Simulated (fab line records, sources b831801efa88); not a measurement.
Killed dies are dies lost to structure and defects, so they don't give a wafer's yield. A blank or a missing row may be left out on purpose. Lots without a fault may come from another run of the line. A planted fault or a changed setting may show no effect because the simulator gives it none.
A struck lot beside a sound one | flow sky130 | 15 steps out of a route of 708
Sound: wafers L545.1, L545.4, L545.5. Struck: wafers L556.2, L556.3, L556.4. The cause comes at the end.
At each step with rows: each side's tool, then ch and its chambers, then its first start. Under that, the readings that differ: sound wafers | struck wafers | difference of the means | sigmas: that difference in standard deviations of wafers without a fault.
alike: readings whose means differ by less than 2 such deviations, and words and numbers that are the same on both sides. not compared: withheld readings, readings that some wafer has no value for, bounds like >300 that may hide the same value, and numbers for which the record gives no deviation and whose values overlap.
The two part at a step that has a row with sigmas, a row that says differs or no value, or rows on one side only. Numbers that don't overlap but have no deviation are shown without sigmas and don't part them. A reading that every wafer of one side lacks parts them only if that side has two wafers or more.

first, 4 steps without rows for these wafers: SKY_DNWELL_EXPOSE_04 (exposes mask DNM, target cd 3000 nm); SKY_DNWELL_PEB_05; SKY_DNWELL_DEVELOP_06 (develop time 60 s); SKY_DNWELL_IMPLANT_07.
SKY_DNWELL_STRIP_08: strips in O2/N2.
  sound on plasma_asher-01 ch 0,1, day 4 08:11; struck on plasma_asher-04 ch 0,1, day 6 23:52
  alike: drypump_motor_current_A, oes_product_au, strip_time_to_endpoint_s
  not compared: rf_hours_counter_h
SKY_DNWELL_TW_MEAS_09:
  sound on film_metro-03, day 4 08:17; struck on film_metro-04, day 6 23:59
  alike: DNWELL_TW
then, 6 steps without rows for these wafers: SKY_PWDE_DEHYDRATE_00 (time 60 s); SKY_PWDE_HMDS_01 (prime time 60 s); SKY_PWDE_COAT_02 (resist thk 3000 nm); SKY_PWDE_SOFTBAKE_03; SKY_PWDE_EXPOSE_04 (exposes mask PWDEM, target cd 840 nm); SKY_PWDE_PEB_05.
SKY_PWDE_DEVELOP_06: develop time 60 s.
  sound on litho_track-04 ch 0, day 5 01:00; struck on litho_track-02 ch 0, day 7 19:00
  reading              | sound             | struck            | difference | sigmas
  developer_temp_C (C) | 22.94 22.87 22.94 | 23.95 24.02 23.83 | +1.02      | +11
  alike: exhaust_pa
SKY_PWDE_OVL_MEAS_07:
  sound on overlay-01, day 5 02:01; struck on overlay-01, day 7 19:35
  alike: PWDE_OVL
-- the record jumps here: 42 days lie between the struck wafers' starts before and after (it left off in module PWDE and takes up again in module PAD_OPEN, whose first step shown is number 708 of the route) --
SKY_PAD_OPEN_PROBE_99:
  sound on prober-01, day 47 06:50; struck on prober-02, day 49 22:54
  reading            | sound    | struck   | difference | sigmas
  killed_at_M0_to_M3 | 52 55 58 | 40 36 39 | -17        | -2
  killed_short       | 56 38 43 | 34 36 26 | -14        | -2
  alike: killed_at_M4_up, killed_at_contacts, killed_at_front_end, killed_at_other, killed_dies, killed_on_rim, killed_open

WHERE THEY PART
First at SKY_PWDE_DEVELOP_06; last, within this record, at SKY_PAD_OPEN_PROBE_99.

WHY: what the simulator had put in
Process parameter drift: litho_track-02, from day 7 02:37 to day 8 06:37, at SKY_PWDE_DEVELOP_06. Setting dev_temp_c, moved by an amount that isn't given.
